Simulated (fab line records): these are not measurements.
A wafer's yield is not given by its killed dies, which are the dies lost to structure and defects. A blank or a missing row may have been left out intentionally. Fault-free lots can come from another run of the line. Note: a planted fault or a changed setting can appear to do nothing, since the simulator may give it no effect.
The same fault as seen by 2 desks    flow sky130    numbers are kept per desk, each desk with only its own; the story behind them comes last

== METROLOGY DESK ==
What the gauges read, lot by lot, whatever tool the lot ran on: means of the sampled wafers that have a number. Marked OUT: a lot whose mean sits more than 4 standard deviations from the usual mean, which makes it out of limits; the brackets give that distance.
Columns: A = NWELL_TW at SKY_NWELL_TW_MEAS_15, usual 1796; B = NWELL_01_OVL at SKY_NWELL_OVL_MEAS_23, usual -0.1 nm
lot   first seen here  A     B
L496  day 6 15:59      1786  -0.2
L498  day 6 23:39      1793  0.3
L501  day 7 20:08      1775  -1.3
L502  day 7 21:55      1816  -0.5
L509  day 9 16:29      1786  -0.5
L511  day 10 05:56     1804  1.9
Result from this desk: across the 6 lots, nothing is out of limits.

== AT THE TOOL OWNER'S DESK: implanter-02 ==
SKY_NWELL_IMPLANT_24, tool's own readings: per-lot mean of the sampled wafers with a number, covering each lot this tool ran. Marked OUT: a lot whose mean sits more than 4 standard deviations from the usual mean, which makes it out of limits; the brackets give that distance.
Columns: A = dose ions cm2 at SKY_NWELL_IMPLANT_24, usual 9.2e+12; B = faraday current uA at SKY_NWELL_IMPLANT_24, usual 51.9
lot   first seen here  A                  B
L496  day 7 11:42      9.2e+12            52.4
L498  day 7 19:33      9.2e+12            51.8
L501  day 8 16:23      9.9e+12 (+76) OUT  56.6 (+4.2) OUT
L502  day 8 18:06      9.9e+12 (+77) OUT  55.0
This desk finds L501, L502 out of limits, L501 being first, at day 8 16:23 (dose ions cm2 at SKY_NWELL_IMPLANT_24). L496, L498 stayed within limits.

== ALL TOGETHER ==
The tool owner's desk could have raised an alarm at day 8 16:23, on L501, L502.
Nothing out of limits was seen by the metrology desk.
The metrology desk has L501, L502 on record, within its limits.
The lots listed all ran SKY_NWELL_IMPLANT_24 on implanter-02.

== WHAT THE SIMULATOR PUT IN ==
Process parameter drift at SKY_NWELL_IMPLANT_24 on implanter-02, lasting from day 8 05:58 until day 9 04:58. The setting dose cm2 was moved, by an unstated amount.
Lots struck among those shown: L501, L502.
Hours from the fault's start to each desk's first reading out of limits: the tool owner's desk, 10.
